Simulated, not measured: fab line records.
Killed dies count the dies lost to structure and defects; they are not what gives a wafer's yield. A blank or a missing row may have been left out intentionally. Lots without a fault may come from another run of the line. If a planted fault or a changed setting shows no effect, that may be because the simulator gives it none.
A struck lot beside a sound one + flow sky130 + 14 steps out of a route of 708
Sound: these wafers, L431.2, L431.3, L431.4. Wafers L441.1, L441.2, L441.4 were the ones struck. At the end, the cause is stated.
For every step that has rows: the tool of each side, followed by ch and its chambers, followed by its first start. Under that, the readings that differ: sound wafers + struck wafers + difference of the means + sigmas: that difference in standard deviations of wafers without a fault.
alike: readings with means less than 2 such deviations apart, plus words and numbers identical on both sides. not compared: withheld readings, readings lacking a value on some wafer, bounds such as >300 that could conceal the same value, and numbers that have no deviation in the record and whose values overlap.
The two part at a step that has a row with sigmas, a row that says differs or no value, or rows on one side only. When numbers do not overlap yet have no deviation, they are printed without sigmas and do not part them. Lack of a reading on every wafer of one side parts them only where that side has two or more wafers.

first, 1 step without rows for these wafers: SKY_VIA3_ETCH_14 (etches BARC in N2/H2, stops on SiO2, time 45.9 s, target depth 60 nm).
SKY_VIA3_ETCH_15: etches SiO2 in C4F8/O2/Ar, stops on TiN, target depth 507 nm, time 78 s.
  sound on rieDiel-04 ch 1,2,3, day 39 06:59; struck on rieDiel-02 ch 1,2,3, day 42 08:22
  alike: oesProductAu
SKY_VIA3_STRIP_16: strips in O2/N2.
  sound on plasmaAsher-04 ch 0,1, day 39 07:02; struck on plasmaAsher-04 ch 0,1, day 42 08:25
  alike: drypumpMotorCurrentA, n2FlowSccm, oesProductAu, stripTimeToEndpointS
  not compared: rfHoursCounterH
then, 3 steps without rows for these wafers: SKY_VIA3_STRIP_17 (strips in post etch residue remover, time 1200 s); SKY_VIA3_CLEAN_18 (cleans in IPA, time 180 s); SKY_VIA3_CLEAN_19 (cleans in O3/DIW).
SKY_VIA3_SPUTTER_20: material TiN, target thk 20 nm, time 80 s.
  sound: pvdSputter-02 at day 39 07:38; struck: pvdSputter-02 at day 42 09:03
  alike: cathodeDcPowerW, chamberPressurePa, throttleValvePct
SKY_VIA3_CVD_21: deposits W, target thk 390 nm, time 117.31 s.
  sound on cvdW-01 ch 0,1, day 39 07:41; struck on cvdW-02 ch 0,1, day 42 09:07
| reading          | sound       | struck      | difference | sigmas |
|------------------|-------------|-------------|------------|--------|
| heaterPowerW (W) | 825 815 811 | 859 829 880 | +39        | +2     |
  alike: heaterPowerOuterW
SKY_VIA3_RS_MEAS_22: measures by four-point-probe.
  sound: filmMetro-03 at day 39 07:50; struck: filmMetro-04 at day 42 09:14
  alike: VIA3_W_RS
SKY_VIA3_THK_MEAS_23: measures by xrf.
  sound: filmMetro-03 at day 39 07:56; struck: filmMetro-04 at day 42 09:22
  alike: VIA3_W_THK
then, 2 steps without rows for these wafers: SKY_VIA3_CMP_24 (polishes, stops on SiO2, t overpolish 20 s, target thk 0 nm); SKY_METAL4_SPUTTER_00 (material Ti, target thk 15 nm, time 10 s).
SKY_METAL4_SPUTTER_01: material TiN, target thk 20 nm, time 16.7 s.
  sound: pvdSputter-01 at day 39 08:19; struck: pvdSputter-03 at day 42 09:44
  no value came back on the struck wafers for cathodeDcPowerW (W), chamberPressurePa (Pa), throttleValvePct (%); on the sound wafers cathodeDcPowerW (W) reads 6500.1 6499.7 6500.8
SKY_METAL4_SPUTTER_02: material AlCu, target thk 735 nm, time 39.1 s.
  sound: pvdSputter-01 at day 39 08:20; struck: pvdSputter-03 at day 42 09:46
  alike: cathodeDcPowerW, chamberPressurePa, throttleValvePct

== WHERE THEY PART ==
At SKY_VIA3_CVD_21 first; at SKY_METAL4_SPUTTER_01 last (within this record only). Later steps at which nothing parts them and some readings are alike: SKY_METAL4_SPUTTER_02.

WHY: the cause the simulator had injected
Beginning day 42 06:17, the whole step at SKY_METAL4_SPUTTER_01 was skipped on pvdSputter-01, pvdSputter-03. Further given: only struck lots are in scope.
